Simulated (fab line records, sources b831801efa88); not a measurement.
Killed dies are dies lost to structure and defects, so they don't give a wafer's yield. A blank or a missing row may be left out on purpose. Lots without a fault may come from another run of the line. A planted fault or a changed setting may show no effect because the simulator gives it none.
fab line records | flow sky130
record lots=12 wafers=36 last_day=50
route steps=708 shown FIELD_ISO@1 NWELL@67 VT_ADJUST_LVTN@117 VT_ADJUST_PCH@151 PAD_OPEN@708
lots that met no fault: from a run of the same line without faults
start_h: hours from the record's first day to the start of the lot's first wafer shown | wait_h: hours since the lot's step before | " the same as in the row above | L1.1+2: a row that stands for several wafers | - no value, or no start given | * or withheld: withheld | < > ~ a bound
route shown NAME@n: a module of which the file shows steps, and the number in the route of the first | usual: mean/standard deviation of fault-free wafers | same: alike in all rows | chamber/n: place in a boat | sites: the reading at each site | _std_site: their standard deviation | _edge_site: outer sites' mean less inner sites' | radius_mm: how far each site lies from the wafer's centre | mask NAME#n: copy n | behind: the tool/chamber that last shaped the wafer | hold: why the lot was held/for how many hours/how that ended | device: the transistor (n, p or np) that didn't switch | end of line: the same wafers' tests at the end of the route | a step without rows: its recipe alone | killed: dies lost to structure and defects at the first sort, not the wafer's yield | map: a wafer's dies, x killed, . not, _ none there
set.NAME: the setting as run; set.NAME@STEP: as run at that earlier step | model.NAME: the simulator's own value behind a step, which no gauge read
steps of the route over a sample of lots; a table a step, a row a wafer
services: from which hour (start_h, from the record's first day; less than 0 if before it) a tool's chamber was out of use, for how many hours, and why
## steps
# step SKY_FIELD_ISO_BOW_MEAS_00
# recipe mode=bow
# usual INCOMING_BOW=1/6.6
# columns lot.wafer tool chamber start_h wait_h INCOMING_BOW[um]
L261.2 film_metro-02 - 15.02 - 8
L261.3 " - " " 6
L261.6 " - " " 4
L262.3 film_metro-02 - 20.04 - 4
L262.5 " - " " 8
L262.6 " - " " -2
L263.2 film_metro-01 - 25.02 - -5
L263.3 " - " " 4
L263.5 " - " " -6
L264.1 film_metro-01 - 30.00 - 8
L264.4 " - " " 9
L264.6 " - " " -6
L265.2 film_metro-04 - 35.02 - 19
L265.4 " - " " 0
L265.6 " - " " 9
L271.3 film_metro-02 - 65.04 - 7
L271.4 " - " " 16
L271.5 " - " " 2
L273.2 film_metro-04 - 75.02 - 6
L273.3 " - " " -9
L273.5 " - " " -4
L276.2 film_metro-01 - 90.02 - -10
L276.3 " - " " 9
L276.5 " - " " 4
L278.2 film_metro-04 - 100.02 - -2
L278.4 " - " " -2
L278.6 " - " " -12
L279.2 film_metro-01 - 105.02 - 2
L279.3 " - " " 0
L279.4 " - " " 10
L282.2 film_metro-04 - 120.02 - 3
L282.3 " - " " 12
L282.4 " - " " 0
L283.1 film_metro-01 - 125.00 - 20
L283.3 " - " " -2
L283.4 " - " " 2
# step SKY_NWELL_STRIP_14
# recipe chemistry=O2/N2 power_w=1400 pressure_mtorr=1500 platen_temp_c=withheld o2_flow_sccm=3000 n2_flow_sccm=300 overash_fraction=0.5
# usual drypump_motor_current_A=5.8/0.38 oes_product_au=0.722/0.0041 strip_time_to_endpoint_s=36.35/0.081
# columns lot.wafer tool chamber start_h wait_h drypump_motor_current_A oes_product_au rf_hours_counter_h strip_time_to_endpoint_s
L261.2 plasma_asher-03 0 89.92 0.1 6.3 0.722 41 36.54
L261.3 " 1 " " 5.4 0.718 - 36.46
L261.6 " 1 " " 5.4 0.720 - 36.58
L262.3 plasma_asher-03 1 94.20 0.1 5.5 0.725 - 36.33
L262.5 " 0 " " 6.3 0.727 - 36.24
L262.6 " 1 " " 5.4 0.729 - 36.32
L263.2 plasma_asher-04 1 105.11 0.1 5.7 0.723 43 36.42
L263.3 " 0 " " 5.4 0.720 - 36.41
L263.5 " 0 " " 5.4 0.722 - 36.35
L264.1 plasma_asher-02 1 111.26 0.1 5.8 0.717 29 36.48
L264.4 " 0 " " 6.4 0.725 - 36.51
L264.6 " 1 " " 5.8 0.729 - 36.40
L265.2 plasma_asher-03 0 115.66 0.1 6.3 0.715 44 36.30
L265.4 " 0 " " 6.3 0.726 - 36.41
L265.6 " 1 " " 5.4 0.723 - 36.30
L271.3 plasma_asher-02 0 152.20 0.1 6.4 0.720 - 36.25
L271.4 " 1 " " 5.8 0.722 - 36.27
L271.5 " 0 " " 6.4 0.718 - 36.24
L273.2 plasma_asher-04 1 161.91 0.1 5.8 0.722 49 36.39
L273.3 " 0 " " 5.5 0.726 - 36.44
L273.5 " 1 " " 5.8 0.721 - 36.35
L276.2 plasma_asher-04 0 177.26 0.1 5.4 0.723 51 36.31
L276.3 " 1 " " 5.7 0.724 - 36.25
L276.5 " 1 " " 5.7 0.725 - 36.30
L278.2 plasma_asher-03 1 191.66 0.1 5.4 0.723 52 36.26
L278.4 " 1 " " 5.4 0.717 - 36.28
L278.6 " 1 " " 5.4 0.721 - 36.37
L279.2 plasma_asher-02 1 198.66 0.1 5.8 0.715 36 36.37
L279.3 " 1 " " 5.8 0.719 - 36.39
L279.4 " 0 " " 6.4 0.721 - 36.39
L282.2 plasma_asher-03 0 213.96 0.1 6.3 0.715 54 36.37
L282.3 " 1 " " 5.4 0.725 - 36.25
L282.4 " 0 " " 6.3 0.719 - 36.19
L283.1 plasma_asher-04 0 220.96 0.1 5.5 0.714 55 36.35
L283.3 " 0 " " 5.4 0.719 - 36.38
L283.4 " 1 " " 5.8 0.719 - 36.41
# step SKY_VT_ADJUST_LVTN_STRIP_20
# recipe chemistry=O2/N2 power_w=1400 pressure_mtorr=1500 platen_temp_c=withheld o2_flow_sccm=3064 n2_flow_sccm=300 overash_fraction=0.5
# usual drypump_motor_current_A=5.8/0.43 oes_product_au=0.716/0.0051 strip_time_to_endpoint_s=14.16/0.039
# columns lot.wafer tool chamber start_h wait_h drypump_motor_current_A oes_product_au rf_hours_counter_h strip_time_to_endpoint_s
L261.2 plasma_asher-04 1 165.20 0.1 5.8 0.719 49 14.15
L261.3 " 0 " " 5.4 0.717 - 14.09
L261.6 " 1 " " 5.8 0.719 - 14.09
L262.3 plasma_asher-02 0 172.00 0.1 6.4 0.721 - 14.08
L262.5 " 1 " " 5.8 0.711 - 14.13
L262.6 " 0 " " 6.4 0.714 - 14.15
L263.2 plasma_asher-04 1 184.51 0.1 5.7 0.710 52 14.15
L263.3 " 1 " " 5.7 0.713 - 14.17
L263.5 " 0 " " 5.4 0.720 - 14.19
L264.1 plasma_asher-04 1 190.12 0.1 5.8 0.715 53 14.20
L264.4 " 0 " " 5.5 0.711 - 14.24
L264.6 " 0 " " 5.4 0.717 - 14.25
L265.2 plasma_asher-02 0 196.82 0.1 6.4 0.715 36 14.15
L265.4 " 0 " " 6.4 0.711 - 14.15
L265.6 " 0 " " 6.4 0.716 - 14.18
L271.3 plasma_asher-02 0 239.04 0.1 6.4 0.721 - 14.16
L271.4 " 1 " " 5.8 0.714 - 14.15
L271.5 " 0 " " 6.4 0.710 - 14.15
L273.2 plasma_asher-02 1 249.85 0.1 5.8 0.718 41 14.13
L273.3 " 0 " " 6.4 0.713 - 14.05
L273.5 " 0 " " 6.4 0.708 - 14.13
L276.2 plasma_asher-02 1 268.35 0.1 5.8 0.722 43 14.20
L276.3 " 0 " " 6.4 0.707 - 14.16
L276.5 " 0 " " 6.4 0.713 - 14.16
L278.2 plasma_asher-02 0 285.37 0.1 6.4 0.721 45 14.19
L278.4 " 0 " " 6.4 0.727 - 14.17
L278.6 " 0 " " 6.4 0.722 - 14.23
L279.2 plasma_asher-01 0 293.41 0.1 5.1 0.714 18 14.22
L279.3 " 1 " " 5.7 0.709 - 14.22
L279.4 " 0 " " 5.1 0.724 - 14.20
L282.2 plasma_asher-01 0 311.20 0.1 5.1 0.721 19 14.15
L282.3 " 0 " " 5.1 0.716 - 14.15
L282.4 " 1 " " 5.6 0.707 - 14.15
L283.1 plasma_asher-04 1 317.75 0.1 5.7 0.716 65 14.14
L283.3 " 0 " " 5.4 0.717 - 14.09
L283.4 " 1 " " 5.7 0.720 - 14.16
# step SKY_VT_ADJUST_PCH_IMPLANT_08
# recipe species=B energy_kev=10 dose_cm2=5e+11 tilt_deg=withheld
# usual dose_ions_cm2=5e+11/5.8e+08 faraday_current_uA=2.82/0.054
# same implant_ion_amu=11
# columns lot.wafer tool chamber start_h wait_h dose_ions_cm2 faraday_current_uA
L261.2 implanter-04 0 229.84 0.0 4.998e+11 2.74
L261.3 " 0 " " 4.998e+11 2.72
L261.6 " 0 " " 5e+11 2.77
L262.3 implanter-04 0 237.05 0.1 5.002e+11 2.90
L262.5 " 0 " " 5.005e+11 2.80
L262.6 " 0 " " 5.006e+11 2.89
L263.2 implanter-04 0 251.44 0.0 5.004e+11 2.76
L263.3 " 0 " " 4.998e+11 2.86
L263.5 " 0 " " 4.998e+11 2.84
L264.1 implanter-02 0 259.01 0.0 4.996e+11 2.75
L264.4 " 0 " " 5.001e+11 2.83
L264.6 " 0 " " 5.001e+11 2.90
L265.2 implanter-02 0 264.03 0.0 4.998e+11 2.83
L265.4 " 0 " " 5.002e+11 2.89
L265.6 " 0 " " 5.005e+11 2.84
L271.3 implanter-04 0 311.51 0.1 6.334e+11 3.57
L271.4 " 0 " " 6.332e+11 3.53
L271.5 " 0 " " 6.333e+11 3.57
L273.2 implanter-04 0 323.64 0.0 6.338e+11 3.54
L273.3 " 0 " " 6.339e+11 3.57
L273.5 " 0 " " 6.343e+11 3.50
L276.2 implanter-02 0 344.99 0.0 4.997e+11 2.75
L276.3 " 0 " " 5.005e+11 2.96
L276.5 " 0 " " 5.003e+11 2.81
L278.2 implanter-01 0 362.48 0.0 4.989e+11 2.75
L278.4 " 0 " " 4.995e+11 2.83
L278.6 " 0 " " 4.987e+11 2.94
L279.2 implanter-01 0 373.23 0.0 4.995e+11 2.82
L279.3 " 0 " " 5.001e+11 2.80
L279.4 " 0 " " 5.003e+11 2.88
L282.2 implanter-04 0 392.03 0.0 5.013e+11 2.74
L282.3 " 0 " " 5e+11 2.85
L282.4 " 0 " " 5.005e+11 2.76
L283.1 implanter-01 0 400.86 0.0 5.004e+11 2.74
L283.3 " 0 " " 5.007e+11 2.86
L283.4 " 0 " " 4.997e+11 2.81
# step SKY_VT_ADJUST_PCH_TW_MEAS_10
# usual VT_ADJUST_PCH_TW=142.3/0.73
# columns lot.wafer tool chamber start_h wait_h VT_ADJUST_PCH_TW
L261.2 film_metro-04 - 230.07 0.1 141.7
L261.3 " - " " 141.8
L261.6 " - " " 141.4
L262.3 film_metro-03 - 237.27 0.1 142.1
L262.5 " - " " 142.7
L262.6 " - " " 141.7
L263.2 film_metro-01 - 251.67 0.1 142.6
L263.3 " - " " 141.4
L263.5 " - " " 142.5
L264.1 film_metro-04 - 259.26 0.1 141.4
L264.4 " - " " 142.1
L264.6 " - " " 141.4
L265.2 film_metro-03 - 264.26 0.1 143.0
L265.4 " - " " 143.0
L265.6 " - " " 143.3
L271.3 film_metro-03 - 311.73 0.1 150.3
L271.4 " - " " 152.0
L271.5 " - " " 150.2
L273.2 film_metro-04 - 323.87 0.1 151.5
L273.3 " - " " 152.1
L273.5 " - " " 150.9
L276.2 film_metro-01 - 345.22 0.1 143.4
L276.3 " - " " 142.6
L276.5 " - " " 144.3
L278.2 film_metro-03 - 362.71 0.1 140.8
L278.4 " - " " 141.6
L278.6 " - " " 141.3
L279.2 film_metro-04 - 373.47 0.1 142.8
L279.3 " - " " 141.6
L279.4 " - " " 142.0
L282.2 film_metro-03 - 392.26 0.1 141.4
L282.3 " - " " 141.5
L282.4 " - " " 141.7
L283.1 film_metro-04 - 401.11 0.1 143.5
L283.3 " - " " 142.7
L283.4 " - " " 142.9
# step SKY_PAD_OPEN_PROBE_99
# usual killed_at_M0_to_M3=44/7 killed_at_M4_up=3.0/1.8 killed_at_contacts=24/4.9 killed_at_front_end=15/5 killed_at_other=0.2/0.53 killed_dies=87/8.7 killed_on_rim=17/4 killed_open=48/6.8 killed_short=39/5.7
# same gross_dies=492 killed_at_back_side=0
# columns lot.wafer tool chamber start_h wait_h killed_at_M0_to_M3 killed_at_M4_up killed_at_contacts killed_at_front_end killed_at_other killed_dies killed_on_rim killed_open killed_short
L279.2 prober-02 - 1180.71 0.1 50 5 20 12 0 87 17 41 46
L279.3 prober-02 - 1180.76 0.2 46 2 27 23 0 98 25 49 49
L279.4 prober-02 - 1180.81 0.2 52 2 19 9 2 84 14 42 42
# killed by level:class
L279.2 VIA1:geometric_particle:open=13 VIA3:geometric_particle:open=7 LOCAL_INTERCONNECT:geometric_particle:short=6 VIA1:geometric_particle:short=5 METAL2:geometric_particle:short=5 VIA2:geometric_particle:open=5 VIA2:geometric_particle:short=5 METAL4:geometric_particle:short=5
L279.3 VIA1:geometric_particle:open=10 VIA3:geometric_particle:open=8 FIELD_ISO:geometric_particle:open=7 CONTACT:geometric_particle:open=7 METAL1:geometric_particle:short=7 LI_CONTACT:geometric_particle:open=6 FIELD_ISO:geometric_particle:short=5 POLY_GATE:geometric_particle:short=5
L279.4 VIA2:geometric_particle:open=9 VIA1:geometric_particle:open=8 VIA1:geometric_particle:short=7 CONTACT:geometric_particle:open=6 VIA3:geometric_particle:short=6 CONTACT:geometric_particle:short=5 METAL1:geometric_particle:short=5 FIELD_ISO:geometric_particle:open=4
## services
# columns tool chamber start_h hours kind
implanter-01 - 87.15 14.8 pm
implanter-02 - 105.20 6.4 repair
plasma_asher-01 - 108.75 9.0 pm
plasma_asher-01 0 108.75 9.0 vent_cycle
implanter-02 - 111.59 12.7 pm
plasma_asher-01 - 121.61 2.8 pm
plasma_asher-01 - 124.45 1.0 repair
implanter-02 - 140.39 3.5 pm
implanter-04 - 143.47 16.1 pm
implanter-02 - 171.39 3.9 repair
plasma_asher-02 - 172.60 19.1 repair
implanter-04 - 177.29 6.5 pm
plasma_asher-02 - 186.30 5.3 repair
implanter-02 - 190.71 6.3 repair
implanter-04 - 253.60 2.3 pm
implanter-04 - 270.80 3.9 repair
plasma_asher-01 - 272.70 4.0 repair
plasma_asher-03 - 281.48 10.5 repair
plasma_asher-02 - 296.30 1.1 repair
implanter-01 - 316.38 4.9 pm
implanter-01 - 321.59 5.8 pm
implanter-02 - 325.29 1.7 repair
implanter-01 - 340.32 1.9 repair
implanter-04 - 354.77 9.3 repair
## key
first_sign step=SKY_VT_ADJUST_PCH_IMPLANT_08 reading=dose_ions_cm2 direction=up sigmas=99+ usual=* struck=*
effect step=SKY_VT_ADJUST_PCH_IMPLANT_08 reading=faraday_current_uA direction=up sigmas=13 usual=2.82 struck=3.55
effect step=SKY_VT_ADJUST_PCH_TW_MEAS_10 reading=VT_ADJUST_PCH_TW direction=up sigmas=12 usual=142.3 struck=151.2
met_at SKY_VT_ADJUST_PCH_IMPLANT_08
struck_lots L271,L273
tester_left_out L271,L273
not_acting_at SKY_FIELD_ISO_BOW_MEAS_00,SKY_NWELL_STRIP_14,SKY_VT_ADJUST_LVTN_STRIP_20
onset_between 251.44 311.51
fault kind=process_parameter_drift tool=implanter-04 chamber=- onset_h=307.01 steps=SKY_VT_ADJUST_PCH_IMPLANT_08 channel=dose_cm2 offset=* shape=step end_h=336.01 acts_in=* stated=*
# tester_left_out: of these lots the tester's yield and bins aren't shown, on N5 and GAA mostly nor the transistor test; their killed dies are dies lost to structure and defects alone, not to doping, threshold or leakage, so they don't give the yield
